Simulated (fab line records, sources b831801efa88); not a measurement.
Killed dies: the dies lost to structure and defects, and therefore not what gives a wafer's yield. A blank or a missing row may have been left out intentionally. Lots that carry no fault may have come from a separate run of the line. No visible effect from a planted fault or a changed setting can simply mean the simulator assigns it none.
fab line records    flow sky130
record: lots: 4  wafers: 12  last-day: 49
route steps=708 shown METAL2@490 VIA2@507 PAD_OPEN@708
lots with no fault: from the same line, run without faults
start-h: hours from the record's opening day to when the first of the lot's shown wafers began    wait-h: how many hours have passed since the lot's step before this one    " as in the row above    L1.1+2: a single row standing in for several wafers    - no value present, or no start provided    * or withheld: withheld    < > ~ a bound
route shown NAME@n: names a module that has steps shown in the file, with the first one's number in the route    usual: mean/standard deviation taken from wafers without a fault    same: alike in all rows    chamber/n: place in a boat    sites: the reading at each site    _std_site: the values' standard deviation    _edge_site: inner sites' mean taken away from outer sites' mean    radius-mm: for every site, how far away it sits from the centre of the wafer    mask NAME#n: copy n    behind: the tool/chamber that last shaped the wafer    hold: why the lot was held/for how many hours/how that ended    device: which transistor (n, p or np) failed to switch    end of line: the route-end tests of the same wafers    step lacking rows: just its recipe    killed: count of dies lost to structure and defects at first sort (not the wafer's yield)    map: the dies of a wafer, with x for killed, . for not killed, _ for no die there
set.NAME: the setting that was run; set.NAME@STEP: the one run at that earlier step    model.NAME: the simulator's own value behind a step, which no gauge read
a table for each step, a row for each wafer; lots at some steps of the route
services: when a tool's chamber went out of use (start-h, in hours from the record's first day, below 0 if earlier), for how many hours, and the reason
== steps ==
step: SKY_METAL2_DEHYDRATE_07
recipe: temp-c: 200  time-s: 60
step: SKY_METAL2_HMDS_08
recipe: prime-time-s: 60  prime-temp-c: 120
step: SKY_METAL2_COAT_09
recipe: resist: BARC  temp-c: withheld  time-s: withheld  spin-rpm: 3000  resist-thk-nm: 60
step: SKY_METAL2_COAT_10
recipe: resist: KrF-thick  spin-rpm: 3000  resist-thk-nm: 450
step: SKY_METAL2_SOFTBAKE_11
recipe: temp-c: 100  time-s: 90  resist: KrF-thick
step: SKY_METAL2_EXPOSE_12
recipe: mask-id: MM2  na: 0.8  source-shape: annular  sigma-inner: 0.55  sigma-outer: 0.85  target-cd-nm: 140  dose-mj: 28
step: SKY_METAL2_PEB_13
recipe: peb-temp-c: withheld  peb-time-s: withheld  resist: KrF-thick
step: SKY_METAL2_DEVELOP_14
recipe: develop-time-s: 60  resist: KrF-thick  dev-temp-c: 21
step: SKY_METAL2_DESCUM_17
recipe: chemistry: O2  source-power-w: 150  bias-power-w: 0  pressure-mtorr: 10  temp-c: 40  time-s: 8
step: SKY_METAL2_ETCH_18
recipe: chemistry: N2/H2  target: BARC  ion-energy-ev: 200  bias-w: 100  pressure-mtorr: 30  n2-flow-sccm: 100  h2-flow-sccm: 200  icp-w: 500  stop-on: SiO2  time-s: 45.9  target-depth-a: 600
usual: drypump-motor-current-A: 5.9/0.46  n2-flow-sccm: 100.01/0.27  oes-product-au: 0.854/0.005  throttle-valve-pct: 13.224/0.0099
lot.wafer  tool          chamber  start-h  wait-h  drypump-motor-current-A  n2-flow-sccm  oes-product-au  rf-hours-counter-h  throttle-valve-pct
L682.1     rie-metal-04  1        809.39   0.0     6.0                      100.23        0.849           5                   13.226
L682.3     "             1        "        "       6.0                      100.35        0.845           -                   13.225
L682.6     "             1        "        "       6.0                      99.42         0.847           -                   13.228
L683.2     rie-metal-01  0        822.97   0.0     6.4                      100.25        0.845           4                   13.200
L683.4     "             0        "        "       6.4                      100.57        0.856           -                   13.212
L683.5     "             0        "        "       6.4                      100.72        0.848           -                   13.213
L697.1     rie-metal-01  0        936.64   0.0     6.4                      100.07        0.854           10                  13.222
L697.5     "             1        "        "       5.2                      99.97         0.859           -                   13.210
L697.6     "             0        "        "       6.4                      100.10        0.853           -                   13.226
L698.1     rie-metal-01  1        942.25   0.0     5.2                      100.17        0.849           3                   13.227
L698.3     "             1        "        "       5.2                      100.22        0.852           -                   13.229
L698.5     "             0        "        "       6.4                      99.80         0.852           -                   13.215
step: SKY_METAL2_METAL_ETCH_19
recipe: target-depth-a: 3600  stop-on: SiO2  over-etch-frac: 0.3  time-s: 78  chemistry: Cl2/BCl3  resist-sidewall-deg: 88  pressure-mtorr: 10  icp-w: 900  bias-w: 48.5  Cl2_flow_sccm: 60  bcl3-flow-sccm: 30
step: SKY_METAL2_STRIP_20
recipe: chemistry: O2/N2  power-w: 1400  pressure-mtorr: 1500  platen-temp-c: withheld  o2-flow-sccm: 3000  n2-flow-sccm: 300  overash-fraction: 0.5
step: SKY_METAL2_STRIP_21
recipe: chemistry: post-etch-residue-remover  time-s: 1200  temp-c: 72.5
step: SKY_METAL2_CLEAN_22
recipe: chemistry: IPA  time-s: 180  temp-c: 25
step: SKY_METAL2_CLEAN_23
recipe: chemistry: O3/DIW  dry: n2-spin
step: SKY_VIA2_HDPCVD_00
recipe: material: SiO2  target-thk-nm: 1180  sigma-open-frac: 0.3  time-s: 196.7  temp-c: 400  sih4-flow-sccm: 60  pressure-mtorr: 6
step: SKY_VIA2_CMP_02
recipe: material: SiO2  down-force-psi: 4  platen-rpm: 60  pad-velocity-m-s: 0.94248
step: SKY_VIA2_DEHYDRATE_04
recipe: temp-c: 200  time-s: 60
step: SKY_VIA2_HMDS_05
recipe: prime-time-s: 60  prime-temp-c: 120
step: SKY_VIA2_COAT_06
recipe: resist: BARC  temp-c: withheld  time-s: withheld  spin-rpm: 3000  resist-thk-nm: 60
step: SKY_VIA2_COAT_07
recipe: resist: KrF-thick  spin-rpm: 3000  resist-thk-nm: 450
step: SKY_VIA2_SOFTBAKE_08
recipe: temp-c: 100  time-s: 90  resist: KrF-thick
step: SKY_VIA2_EXPOSE_09
recipe: mask-id: VIM2  na: 0.8  source-shape: annular  sigma-inner: 0.55  sigma-outer: 0.85  target-cd-nm: 200  dose-mj: 38
step: SKY_VIA2_PEB_10
recipe: peb-temp-c: withheld  peb-time-s: withheld  resist: KrF-thick
step: SKY_VIA2_DEVELOP_11
recipe: develop-time-s: 60  resist: KrF-thick  dev-temp-c: 21
step: SKY_VIA2_ETCH_14
recipe: chemistry: N2/H2  target: BARC  ion-energy-ev: 200  source-w: 500  bias-w: 100  pressure-mtorr: 30  n2-flow-sccm: 100  h2-flow-sccm: 200  stop-on: SiO2  time-s: 45.9  target-depth-a: 600
step: SKY_VIA2_ETCH_15
recipe: target: SiO2  chemistry: C4F8/O2/Ar  target-depth-nm: 546  stop-on: TiN  mask-material: KrF-thick  source-w: 1500  bias-w: 1200  pressure-mtorr: 40  c4f8-flow-sccm: withheld  O2_flow_sccm: 6  Ar_flow_sccm: 300  time-s: 84
step: SKY_VIA2_STRIP_16
recipe: chemistry: O2/N2  power-w: 1400  pressure-mtorr: 1500  platen-temp-c: withheld  o2-flow-sccm: 3000  n2-flow-sccm: 300  overash-fraction: 0.5
step: SKY_VIA2_STRIP_17
recipe: chemistry: post-etch-residue-remover  time-s: 1200  temp-c: 72.5
step: SKY_VIA2_CLEAN_18
recipe: chemistry: IPA  time-s: 180  temp-c: 25
step: SKY_VIA2_CLEAN_19
recipe: chemistry: O3/DIW  dry: n2-spin
step: SKY_VIA2_SPUTTER_20
recipe: material: TiN  target-thk-nm: 20  chamber-pressure-pa: 5  power-w: 4000  time-s: 80
step: SKY_VIA2_CVD_21
recipe: material: W  target-thk-nm: 420  time-s: 126.4  temp-c: 400  pressure-torr: 40
step: SKY_PAD_OPEN_PROBE_99
usual: defect-limited-yield: 82.5/1.9  killed_at_M0_to_M3: 44/6.4  killed_at_M4_up: 3.4/2.1  killed-at-contacts: 23/5  killed-at-front-end: 15/4.5  killed-at-other: 0.3/0.54  killed-dies: 86/9.5  killed-on-rim: 17/3.9  killed-open: 48/6.9  killed-short: 38/5.9  sort_bin_3_pad_short: 0.8/0.44  sort_bin_5_function: 10.5/1.6  sort_bin_6_memory: 6.1/1.1  sort-n-pass: 406/9.5  sort-yield-pct: 82.5/1.9
same: gross-dies: 492  killed-at-back-side: 0  sort_bin_4_leakage[%]: 0  sort_bin_8_speed[%]: 0
lot.wafer  tool       chamber  start-h  wait-h  defect-limited-yield[%]  killed_at_M0_to_M3  killed_at_M4_up  killed-at-contacts  killed-at-front-end  killed-at-other  killed-dies  killed-on-rim  killed-open  killed-short  sort_bin_3_pad_short[%]  sort_bin_5_function[%]  sort_bin_6_memory[%]  sort-n-pass  sort-yield-pct[%]  model.etest.tester.sort-n-pass  model.etest.tester.sort-yield-pct  model.etest.tester.sort_bin_5_pct  model.etest.tester.sort_bin_3_pct
L682.1     prober-01  -        1069.01  0.1     82.7                     45                  4                18                  18                   0                85           17             50           34            0.6                      11.6                    5.1                   407          82.7               407                             82.72                              11.59                              0.6098
L682.3     prober-01  -        1069.11  0.2     80.1                     49                  4                22                  21                   2                98           22             46           50            1.2                      11.4                    7.3                   394          80.1               394                             80.08                              11.38                              1.22
L682.6     prober-01  -        1069.26  0.2     85.8                     37                  0                20                  12                   1                70           16             38           31            1.2                      8.7                     4.3                   422          85.8               422                             85.77                              8.74                               1.22
L683.2     prober-02  -        1078.53  0.1     81.3                     49                  2                25                  16                   0                92           17             41           51            0.6                      12.4                    5.7                   400          81.3               400                             81.3                               12.4                               0.6098
L683.4     prober-02  -        1078.63  0.2     78.7                     46                  5                33                  21                   0                105          23             58           47            1.0                      13.2                    7.1                   387          78.7               387                             78.66                              13.21                              1.016
L683.5     prober-02  -        1078.68  0.2     82.3                     45                  3                23                  16                   0                87           17             47           40            1.2                      9.6                     6.9                   405          82.3               405                             82.32                              9.553                              1.22
L697.1     prober-01  -        1162.70  0.1     81.3                     53                  1                20                  17                   1                92           28             53           38            0.4                      10.8                    7.5                   400          81.3               400                             81.3                               10.77                              0.4065
L697.5     prober-01  -        1162.90  0.2     73.4                     86                  7                23                  13                   2                131          16             48           37            1.8                      17.9                    6.9                   361          73.4               361                             73.37                              17.89                              1.829
L697.6     prober-01  -        1162.95  0.2     83.1                     41                  1                22                  19                   0                83           16             46           35            0.6                      10.2                    6.1                   409          83.1               409                             83.13                              10.16                              0.6098
L698.1     prober-01  -        1166.01  0.1     72.2                     90                  3                28                  15                   1                137          22             46           39            2.8                      19.5                    5.5                   355          72.2               355                             72.15                              19.51                              2.846
L698.3     prober-01  -        1166.11  0.2     77.0                     75                  1                23                  14                   0                113          9              41           29            3.3                      14.4                    5.3                   379          77.0               379                             77.03                              14.43                              3.252
L698.5     prober-01  -        1166.21  0.2     80.1                     55                  2                26                  14                   1                98           28             62           35            0.8                      11.2                    7.9                   394          80.1               394                             80.08                              11.18                              0.813
killed by level:class
L682.1 VIA1:geometric-particle:open=10 VIA2:geometric-particle:open=9 CONTACT:geometric-particle:open=7 POLY_GATE:geometric-particle:short=6 METAL1:geometric-particle:short=5 VIA3:geometric-particle:open=5 FIELD_ISO:geometric-particle:open=4 VIA1:geometric-particle:short=4
L682.3 VIA1:geometric-particle:open=10 METAL3:geometric-particle:short=8 POLY_GATE:geometric-particle:open=7 CONTACT:geometric-particle:open=7 METAL1:geometric-particle:short=6 VIA1:geometric-particle:short=6 LI_CONTACT:geometric-particle:short=5 LI_CONTACT:geometric-particle:open=5
L682.6 CONTACT:geometric-particle:open=9 VIA3:geometric-particle:open=7 VIA1:geometric-particle:open=6 METAL2:geometric-particle:short=6 FIELD_ISO:geometric-particle:open=5 METAL1:geometric-particle:short=5 LI_CONTACT:geometric-particle:open=3 LOCAL_INTERCONNECT:geometric-particle:short=3
L683.2 VIA1:geometric-particle:open=10 FIELD_ISO:geometric-particle:short=9 VIA3:geometric-particle:short=8 CONTACT:geometric-particle:open=8 VIA1:geometric-particle:short=7 VIA2:geometric-particle:open=7 LI_CONTACT:geometric-particle:open=5 LOCAL_INTERCONNECT:geometric-particle:short=5
L683.4 VIA1:geometric-particle:open=12 LI_CONTACT:geometric-particle:open=11 VIA2:geometric-particle:open=8 CONTACT:geometric-particle:short=7 CONTACT:geometric-particle:open=7 FIELD_ISO:geometric-particle:open=6 METAL1:geometric-particle:short=6 METAL2:geometric-particle:short=6
L683.5 VIA3:geometric-particle:short=10 VIA3:geometric-particle:open=9 VIA1:geometric-particle:open=8 LI_CONTACT:geometric-particle:open=7 CONTACT:geometric-particle:short=6 CONTACT:geometric-particle:open=6 VIA2:geometric-particle:open=6 FIELD_ISO:geometric-particle:open=5
L697.1 VIA1:geometric-particle:open=13 METAL1:geometric-particle:short=7 VIA3:geometric-particle:open=7 CONTACT:geometric-particle:open=6 VIA2:geometric-particle:short=5 POLY_GATE:geometric-particle:short=5 VIA2:geometric-particle:open=5 FIELD_ISO:geometric-particle:open=4
L697.5 METAL2:unspecified=44 VIA1:geometric-particle:short=11 CONTACT:geometric-particle:open=9 VIA1:geometric-particle:open=6 VIA2:geometric-particle:open=6 LI_CONTACT:geometric-particle:open=5 FIELD_ISO:geometric-particle:short=4 POLY_GATE:geometric-particle:open=4
L697.6 VIA1:geometric-particle:open=13 CONTACT:geometric-particle:short=7 CONTACT:geometric-particle:open=6 VIA2:geometric-particle:open=6 FIELD_ISO:geometric-particle:open=5 LOCAL_INTERCONNECT:geometric-particle:short=5 FIELD_ISO:geometric-particle:short=4 VIA3:geometric-particle:open=4
L698.1 METAL2:unspecified=50 VIA1:geometric-particle:open=9 LI_CONTACT:geometric-particle:open=9 CONTACT:geometric-particle:open=9 METAL2:geometric-particle:short=6 VIA3:geometric-particle:open=6 FIELD_ISO:geometric-particle:short=5 CONTACT:geometric-particle:short=5
L698.3 METAL2:unspecified=42 LI_CONTACT:geometric-particle:open=7 CONTACT:geometric-particle:open=7 VIA1:geometric-particle:open=6 METAL2:geometric-particle:short=6 FIELD_ISO:geometric-particle:open=5 POLY_GATE:geometric-particle:short=4 VIA2:geometric-particle:open=4
L698.5 VIA1:geometric-particle:open=16 VIA2:geometric-particle:open=11 LI_CONTACT:geometric-particle:open=9 FIELD_ISO:geometric-particle:open=8 CONTACT:geometric-particle:open=7 VIA3:geometric-particle:open=7 LOCAL_INTERCONNECT:geometric-particle:short=5 VIA1:geometric-particle:short=5
map L697.5 (x killed, . not)
__________.........x_________
________..xx.........._______
______..x...x.........x._____
_____..xx............x...____
____..x....x....xx.....x..___
___.x....x..xx.xx.........x__
__...x....xx........xx......_
_......x..xxxxx......x.....x.
_...x.x.xxxxxxxx.xxx....x....
_.....x..xxxxxxx......x..x..x
_.x...x.xxxxxxxxxx.......xx..
_.x....x.xxxxxxx..xx.........
_..x..x...xxxx.x.............
_.....x...x..x...............
_..x..x..x.......xx.xx...xx..
__x..x...x......xx.x.x..x..._
___.x..............xxx....x__
____.x.....x..x.........x.___
_____..x....x.xx.xx..x...____
______.x.............x.._____
________.x......x....._______
__________.........._________
map L698.1 (x killed, . not)
__________....x....._________
________..x.......x.x._______
______........x.....x..._____
_____.................x..____
____.x.x....x..x.x.....xx.___
___.x.......x.x............__
__..x....xxxx.x.xx......x..._
_.xxx.....xxxxxxx.....xx..x..
_..x.....xxxxxx.....x........
_.......x.xxxxxx.xx.....xx.xx
_x......xxxxxxxxx............
_x.....x.xxxxxxx..xx....x....
_........xxxxxxxx.x.xx...xx.x
_.......x.x..xxx.............
_.xx.......x....xx...........
__.....x...........x...xx..x_
___....x.x..x...x..x...xxxx__
____..x..x..x.........x...___
_____x....xxx.x......x.x.____
______.x............x..._____
________.xx..........._______
__________.x.x......_________
== services ==
tool          chamber  start-h  hours  kind
rie-metal-01  1        844.37   -      clean
rie-metal-01  1        844.37   22.6   scheduled-down
rie-metal-01  1        844.37   22.6   vent-cycle
rie-metal-01  1        895.68   5.8    repair
rie-metal-01  -        897.61   0.5    repair
== key ==
first-sign: step: SKY_PAD_OPEN_PROBE_99  reading: killed_at_M0_to_M3  direction: up  sigmas: 6.3  usual: 44  struck: 84
effect: step: SKY_PAD_OPEN_PROBE_99  reading: sort_bin_5_function  direction: up  sigmas: 4.3  usual: 10.5  struck: 17.3
model-effect: step: SKY_PAD_OPEN_PROBE_99  value: etest.tester.sort-n-pass  without: 403.3  struck: 365
met-at SKY_METAL2_ETCH_18
struck-wafers L697.5,L698.1,L698.3
fault: kind: chamber-particle-source  tool: rie-metal-01  chamber: 1  onset-h: 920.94  steps: SKY_METAL2_ETCH_18  rate-per-visit-cm2: 0.53316  end-h: 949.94
